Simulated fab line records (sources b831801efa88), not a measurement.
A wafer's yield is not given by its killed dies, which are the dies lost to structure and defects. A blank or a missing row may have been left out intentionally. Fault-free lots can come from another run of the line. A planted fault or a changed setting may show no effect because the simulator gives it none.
Which tool was responsible? / flow sky130 / 12 lots (36 wafers sampled), 1 step of a 708-step route

WHAT THE GAUGES READ, wafer by wafer
SKY_VT_ADJUST_HVTP_OVL_MEAS_08.
lot=L075; measured=day 6 09:39; on=overlay-02; VT_ADJUST_HVTP_OVL (nm)=0.5 1.6 0.1
lot=L077; measured=day 6 19:16; on=overlay-01; VT_ADJUST_HVTP_OVL (nm)=0.1 2.0 1.0
lot=L078; measured=day 7 07:49; on=overlay-01; VT_ADJUST_HVTP_OVL (nm)=2.3 -0.1 1.7
lot=L081; measured=day 7 23:01; on=overlay-01; VT_ADJUST_HVTP_OVL (nm)=-0.2 -1.1 0.5
lot=L083; measured=day 8 13:25; on=overlay-02; VT_ADJUST_HVTP_OVL (nm)=-0.7 -1.6 0.1
lot=L085; measured=day 9 11:10; on=overlay-01; VT_ADJUST_HVTP_OVL (nm)=0.1 -0.7 -0.1
lot=L087; measured=day 9 15:19; on=overlay-01; VT_ADJUST_HVTP_OVL (nm)=-0.7 0.5 0.1
lot=L089; measured=day 10 04:21; on=overlay-01; VT_ADJUST_HVTP_OVL (nm)=-2.5 0.7 0.7
lot=L091; measured=day 10 15:04; on=overlay-01; VT_ADJUST_HVTP_OVL (nm)=-0.3 0.1 1.9
lot=L093; measured=day 11 01:33; on=overlay-02; VT_ADJUST_HVTP_OVL (nm)=2.0 1.4 0.8
lot=L095; measured=day 11 16:28; on=overlay-01; VT_ADJUST_HVTP_OVL (nm)=-0.1 0.8 0.7
lot=L097; measured=day 12 03:27; on=overlay-02; VT_ADJUST_HVTP_OVL (nm)=1.6 0.3 -1.5

EACH LOT AND THE TOOL THAT RAN IT (in order: tool; ch and the chambers of the sampled wafers; start)
The record shows no process step preceding these readings.

THE ANSWER, worked out from the rows above alone
Rule: what is usual is taken from the lots themselves. The widest of any qualifying gaps counts: lots, ordered by their means at a reading, are off when they make up no more than a third of the lots, leave a main group of 4 or more, and stand apart from it by 3 or more times the standard deviation of that group's means. If all means in a main group match to the digits the tables above print for the reading, that group is not used. Also off: a lot with no number at a reading for which 4 or more lots have one. Where the step has rows for the other lots, those lots are counted as sound.
Nothing can be told from this: no lot is off at any reading shown.

WHAT THE SIMULATOR HAD INSERTED
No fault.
